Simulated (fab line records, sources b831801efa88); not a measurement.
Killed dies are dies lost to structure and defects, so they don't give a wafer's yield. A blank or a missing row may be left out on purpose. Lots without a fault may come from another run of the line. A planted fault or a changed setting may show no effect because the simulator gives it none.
A struck lot beside a sound one | flow sfq_line | 41 steps out of a route of 325
Sound: wafers L229.1, L229.2, L229.3. Struck: wafer L234.2. (L234.5 of the same lot was not struck and is left out.) The cause comes at the end.
At each step with rows: each side's tool, then ch and its chambers, then its first start. Under that, the readings that differ: sound wafers | struck wafers | difference of the means | sigmas: that difference in standard deviations of wafers without a fault.
alike: readings whose means differ by less than 2 such deviations, and words and numbers that are the same on both sides. not compared: withheld readings, readings that some wafer has no value for, bounds like >300 that may hide the same value, and numbers for which the record gives no deviation and whose values overlap.
The two part at a step that has a row with sigmas, a row that says differs or no value, or rows on one side only. Numbers that don't overlap but have no deviation are shown without sigmas and don't part them. A reading that every wafer of one side lacks parts them only if that side has two wafers or more.

first, 6 steps without rows for these wafers: SFQ_TRILAYER_I2_VIA_LITHO_COAT_072 (resist thk 62 nm); SFQ_TRILAYER_I2_VIA_LITHO_COAT_067 (resist thk 650 nm); SFQ_TRILAYER_I2_VIA_LITHO_SOFTBAKE_071; SFQ_TRILAYER_I2_VIA_LITHO_EXPOSE_068 (exposes mask I2, target cd 500 nm); SFQ_TRILAYER_I2_VIA_LITHO_PEB_070 (peb time 60 s); SFQ_TRILAYER_I2_VIA_LITHO_DEVELOP_069 (time 60 s).
SFQ_I2_OVL_MEAS_918:
  sound on overlay-02, day 32 03:13; struck on overlay-01, day 33 20:53
  alike: I2_OVL
then, 5 steps without rows for these wafers: SFQ_TRILAYER_I2_VIA_BARC_OPEN_VIA_ETCH_096 (etches BARC in O2, target depth 125 nm, time 41.7 s); SFQ_TRILAYER_I2_VIA_ETCH_VIA_ETCH_070 (etches SiO2 in CHF3, stops on Nb, target depth 260 nm); SFQ_TRILAYER_I2_VIA_STRIP_STRIP_071 (strips in O2); SFQ_TRILAYER_I2_VIA_STRIP_SOLV_CLEAN_072 (cleans in NMP, time 600 s); SFQ_TRILAYER_M3_DEP_PRE_CLEAN_074 (time 22.5 s).
SFQ_TRILAYER_M3_DEP_SPUTTER_073: material Nb, target thk 200 nm, time 133.3 s.
  sound on pvd_sputter-04, day 32 04:12; struck on pvd_sputter-04, day 33 21:53
  reading                                             | sound           | struck | difference | sigmas
  model.Nb_of_TRILAYER_M3_DEP_SPUTTER_073.thk_nm (nm) | 202.7 200.7 200 | 339.2  | +138.1     |
  alike: resputter_cathode_voltage_v, substrate_temp_c, throttle_valve_pct
SFQ_M3_RS_MEAS_919: measures by four-point-probe.
  sound on film_metro-03, day 32 04:17; struck on film_metro-03, day 33 22:17
  reading           | sound             | struck | difference | sigmas
  M3_NB_RS (ohm/sq) | 0.879 0.887 0.891 | 0.522  | -0.364     | -40
  not compared: hold
then, 5 steps without rows for these wafers: SFQ_TRILAYER_M3_LITHO_COAT_075 (resist thk 600 nm); SFQ_TRILAYER_M3_LITHO_SOFTBAKE_079; SFQ_TRILAYER_M3_LITHO_EXPOSE_076 (exposes mask M3, target cd 500 nm); SFQ_TRILAYER_M3_LITHO_PEB_078 (peb time 60 s); SFQ_TRILAYER_M3_LITHO_DEVELOP_077 (time 60 s).
-- the record jumps here: 6 days lie between the struck wafers' starts before and after --
SFQ_M3_OVL_MEAS_921:
  sound on overlay-01, day 38 16:12; struck on overlay-01, day 40 00:44
  alike: M3_OVL
SFQ_TRILAYER_M3_BARC_OPEN_METAL_ETCH_100: etches BARC in O2, target depth 125 nm, time 41.7 s.
  sound on rie_metal-04 ch 0,1, day 38 16:14; struck on rie_metal-02 ch 0, day 40 00:46
  alike: drypump_motor_current_A, oes_product_au
  not compared: rf_hours_counter_h
SFQ_TRILAYER_M3_ETCH_METAL_ETCH_078: etches Nb in Cl2/Ar, stops on SiO2, target depth 240 nm, time 120 s.
  sound on rie_metal-04 ch 0,1, day 38 16:18; struck on rie_metal-02 ch 0, day 40 00:49
  reading               | sound             | struck | difference | sigmas
  oes_product_au (a.u.) | 0.906 0.897 0.889 | 0.992  | +0.095     | +13
  alike: drypump_motor_current_A
  not compared: rf_hours_counter_h
then, 2 steps without rows for these wafers: SFQ_TRILAYER_M3_STRIP_STRIP_079 (strips in O2); SFQ_TRILAYER_M3_STRIP_SOLV_CLEAN_080 (cleans in NMP, time 600 s).
SFQ_TRILAYER_I3_DEP_PECVD_081: deposits SiO2 from SiH4/N2O, time 111.11 s, target thk 500 nm.
  sound on pecvd-04 ch 0,1,2, day 38 17:12; struck on pecvd-01 ch 0, day 40 01:43
  alike: heater_power_w, throttle_valve_pct
SFQ_TRILAYER_I3_CMP_CMP_082: polishes SiO2.
  sound on cmp-02 ch 0,2,3, day 38 17:47; struck on cmp-01 ch 3, day 40 02:18
  alike: motor_current_A, slurry_flow_ml_min, time_to_endpoint_s
SFQ_I3_BOW_MEAS_922:
  sound on film_metro-02, day 38 20:17; struck on film_metro-04, day 40 04:49
  reading     | sound    | struck | difference | sigmas
  I3_BOW (um) | 18 30 19 | -8     | -30        | -4
then, 7 steps without rows for these wafers: SFQ_TRILAYER_I3_METRO_MEASURE_083; SFQ_TRILAYER_I3_VIA_LITHO_COAT_090 (resist thk 62 nm); SFQ_TRILAYER_I3_VIA_LITHO_COAT_085 (resist thk 650 nm); SFQ_TRILAYER_I3_VIA_LITHO_SOFTBAKE_089; SFQ_TRILAYER_I3_VIA_LITHO_EXPOSE_086 (exposes mask I3, target cd 500 nm); SFQ_TRILAYER_I3_VIA_LITHO_PEB_088 (peb time 60 s); SFQ_TRILAYER_I3_VIA_LITHO_DEVELOP_087 (time 60 s).
-- the record jumps here: 7 days lie between the struck wafers' starts before and after --
SFQ_I3_OVL_MEAS_923:
  sound on overlay-02, day 45 12:09; struck on overlay-01, day 46 22:40
  reading     | sound  | struck | difference | sigmas
  I3_OVL (nm) | -1 4 3 | -13    | -15        | -2
then, 1 step without rows for these wafers: SFQ_TRILAYER_I3_VIA_BARC_OPEN_VIA_ETCH_121 (etches BARC in O2, target depth 125 nm, time 41.7 s).
SFQ_TRILAYER_I3_VIA_ETCH_VIA_ETCH_088: etches SiO2 in CHF3, stops on Nb, target depth 260 nm.
  sound on rie_diel-02 ch 0,1,2, day 45 12:13; struck on rie_diel-03 ch 2, day 46 22:44
  alike: drypump_motor_current_A, oes_product_au
SFQ_TRILAYER_I3_VIA_STRIP_STRIP_089: strips in O2.
  sound on rie_metal-02 ch 0,1, day 45 12:20; struck on rie_metal-02 ch 0, day 46 22:52
  alike: drypump_motor_current_A, oes_product_au
  not compared: rf_hours_counter_h
then, 2 steps without rows for these wafers: SFQ_TRILAYER_I3_VIA_STRIP_SOLV_CLEAN_090 (cleans in NMP, time 600 s); SFQ_TRILAYER_M4_DEP_PRE_CLEAN_092 (time 22.5 s).
-- the record jumps here: 39 days lie between the struck wafers' starts before and after --
SFQ_M8_BOW_MEAS_951:
  sound on film_metro-02, day 81 23:55; struck on film_metro-03, day 85 15:44
  reading     | sound    | struck | difference | sigmas
  M8_BOW (um) | 13 25 12 | -11    | -28        | -3
  not compared: model.etest.m3.comb_log10_ohm, model.etest.m3.ohm_sq

WHERE THEY PART
First at SFQ_M3_RS_MEAS_919; last, within this record, at SFQ_M8_BOW_MEAS_951.

WHY: what the simulator had put in
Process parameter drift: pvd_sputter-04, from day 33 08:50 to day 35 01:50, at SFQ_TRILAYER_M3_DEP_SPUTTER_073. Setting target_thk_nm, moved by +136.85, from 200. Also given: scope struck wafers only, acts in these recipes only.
